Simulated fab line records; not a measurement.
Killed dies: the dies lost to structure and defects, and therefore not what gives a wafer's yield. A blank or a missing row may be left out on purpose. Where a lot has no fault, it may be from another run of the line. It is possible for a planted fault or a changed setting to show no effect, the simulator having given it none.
Struck lot and sound lot, side by side    flow gf180mcu    43 out of 602 route steps
Sound: these wafers, L675.2, L675.3, L675.6. Struck: wafer L680.5 (left out: L680.3, L680.4 of the same lot, which were not struck); the cause appears at the end.
Per side, at each step with rows, come the tool, then ch with its chambers, and then its first start. Under that, the readings that differ: sound wafers    struck wafers    difference of the means    sigmas: that difference in standard deviations of wafers without a fault.
alike: readings with means less than 2 such deviations apart, plus words and numbers identical on both sides. not compared: withheld readings, readings lacking a value on some wafer, bounds such as >300 that could conceal the same value, and numbers that have no deviation in the record and whose values overlap.
The two part at a step that has a row with sigmas, a row that says differs or no value, or rows on one side only. Numbers that don't overlap but have no deviation are shown without sigmas and don't part them. A reading missing from all wafers of one side parts the sides only when that side holds two or more wafers.

first, 3 steps without rows for these wafers: GF_CONTACT_CLEAN_19 (cleans in SPM); GF_CONTACT_CLEAN_20 (cleans in DIW); GF_CONTACT_CLEAN_21 (cleans in dHF, time 20 s).
GF_CONTACT_SPUTTER_22: material Ti, target thk 15 nm, time 80.02 s.
  sound on pvd_sputter-04 at day 18 12:04; struck on pvd_sputter-04 at day 20 11:56
  alike: throttle_valve_pct
then, 1 step without rows for these wafers: GF_CONTACT_SPUTTER_23 (material TiN, target thk 10 nm, time 40 s).
GF_CONTACT_CVD_24: deposits W, target thk 300 nm, time 90.339 s.
  sound on cvd_w-01 ch 0,1, day 18 12:10; struck on cvd_w-02 ch 0, day 20 12:04
reading             sound        struck  difference  sigmas
heater_power_w (W)  769 792 864  925     +117        +2
  alike: susceptor_temp_C
GF_CONTACT_RS_MEAS_25: a four-point-probe measurement.
  sound on film_metro-02 at day 18 12:17; struck on film_metro-02 at day 20 12:10
  alike: CONTACT_W_RS
GF_CONTACT_THK_MEAS_26: measures by xrf.
  sound on film_metro-02 at day 18 12:23; struck on film_metro-02 at day 20 12:16
  alike: CONTACT_W_THK
then, 1 step without rows for these wafers: GF_CONTACT_CMP_27 (polishes, stops on SiO2, t overpolish 15 s, target thk 0 nm).
GF_M1_SPUTTER_00: material Ti, target thk 37.5 nm, time 150 s.
  sound on pvd_sputter-03 at day 18 12:44; struck on pvd_sputter-02 at day 20 12:37
  alike: throttle_valve_pct
GF_M1_SPUTTER_01: material TiN, target thk 30 nm, time 25 s.
  sound on pvd_sputter-03 at day 18 12:50; struck on pvd_sputter-02 at day 20 12:43
  alike: throttle_valve_pct
then, 1 step without rows for these wafers: GF_M1_SPUTTER_02 (material AlCu, target thk 450 nm, time 23.9 s).
GF_M1_SPUTTER_03: material Ti, target thk 10 nm, time 6.7 s.
  sound on pvd_sputter-03 at day 18 12:54; struck on pvd_sputter-02 at day 20 12:46
  alike: throttle_valve_pct
then, 1 step without rows for these wafers: GF_M1_SPUTTER_04 (material TiN, target thk 50 nm, time 41.7 s).
GF_M1_RS_MEAS_05: a four-point-probe measurement.
  sound on film_metro-03 at day 18 12:59; struck on film_metro-03 at day 20 12:52
  alike: M1_ALCU_RS
GF_M1_THK_MEAS_06: measures by xrf.
  sound on film_metro-03 at day 18 13:05; struck on film_metro-03 at day 20 12:58
  alike: M1_ALCU_THK
then, 7 steps without rows for these wafers: GF_M1_DEHYDRATE_07 (time 60 s); GF_M1_HMDS_08 (prime time 60 s); GF_M1_COAT_09 (resist thk 1000 nm); GF_M1_SOFTBAKE_10 (time 60 s); GF_M1_EXPOSE_11 (exposes mask Metal1, target cd 230 nm); GF_M1_PEB_12 (peb time 90 s); GF_M1_DEVELOP_13 (develop time 60 s).
GF_M1_CD_MEAS_14 targets a cd of 230 nm.
  sound on cd_sem-01 at day 19 13:51; struck on cd_sem-02 at day 21 13:40
  alike: cd_nm
GF_M1_OVL_MEAS_15:
  sound on overlay-01 at day 19 13:58; struck on overlay-02 at day 21 13:46
  alike: M1_OVL
then, 1 step without rows for these wafers: GF_M1_METAL_ETCH_16 (etches the open film in Cl2/BCl3, stops on SiO2, target depth 750.8 nm, time 125.1 s).
GF_M1_STRIP_17: strips in O2/N2.
  sound on plasma_asher-04 ch 0, day 19 14:07; struck on plasma_asher-03 ch 0, day 21 13:57
  alike: drypump_motor_current_A, heater_power_w, oes_product_au, strip_time_to_endpoint_s
  not compared: rf_hours_counter_h
then, 3 steps without rows for these wafers: GF_M1_STRIP_18 (strips in post etch residue remover, time 1200 s); GF_M1_CLEAN_19 (cleans in DIW); GF_V1_CVD_00 (deposits SiO2, target thk 600 nm, time 100 s).
GF_V1_THK_MEAS_01:
  sound on film_metro-03 at day 19 14:46; struck on film_metro-01 at day 21 14:33
reading             sound        struck  difference  sigmas
V1_CVD_00_THK (nm)  593 591 591  605     +13         +2
then, 1 step without rows for these wafers: GF_V1_CVD_02 (deposits SiO2 from TEOS, target thk 850 nm, time 94.851 s).
GF_V1_THK_MEAS_03:
  sound on film_metro-04 at day 19 14:53; struck on film_metro-04 at day 21 14:41
  alike: V1_CVD_02_THK
then, 1 step without rows for these wafers: GF_V1_CMP_04 (polishes SiO2).
GF_V1_BOW_MEAS_05:
  sound on film_metro-03 at day 19 15:16; struck on film_metro-03 at day 21 15:04
  alike: V1_BOW
then, 7 steps without rows for these wafers: GF_V1_DEHYDRATE_06 (time 60 s); GF_V1_HMDS_07 (prime time 60 s); GF_V1_COAT_08; GF_V1_COAT_09 (resist thk 1000 nm); GF_V1_SOFTBAKE_10 (time 60 s); GF_V1_EXPOSE_11 (exposes mask Via1, target cd 260 nm); GF_V1_PEB_12 (peb time 90 s).
-- the record jumps here: 11 days lie between the struck wafers' starts before and after (it left off in module V1 and takes up again in module PASSIVATION, whose first step shown is number 602 of the route) --
GF_PASSIVATION_PROBE_99:
  record: rows for the struck wafers here (prober-02, day 32 15:07), none for the sound ones

## WHERE THEY PART
Earliest at GF_CONTACT_CVD_24; latest, in this record, at GF_PASSIVATION_PROBE_99.

WHY: whatever the simulator had introduced
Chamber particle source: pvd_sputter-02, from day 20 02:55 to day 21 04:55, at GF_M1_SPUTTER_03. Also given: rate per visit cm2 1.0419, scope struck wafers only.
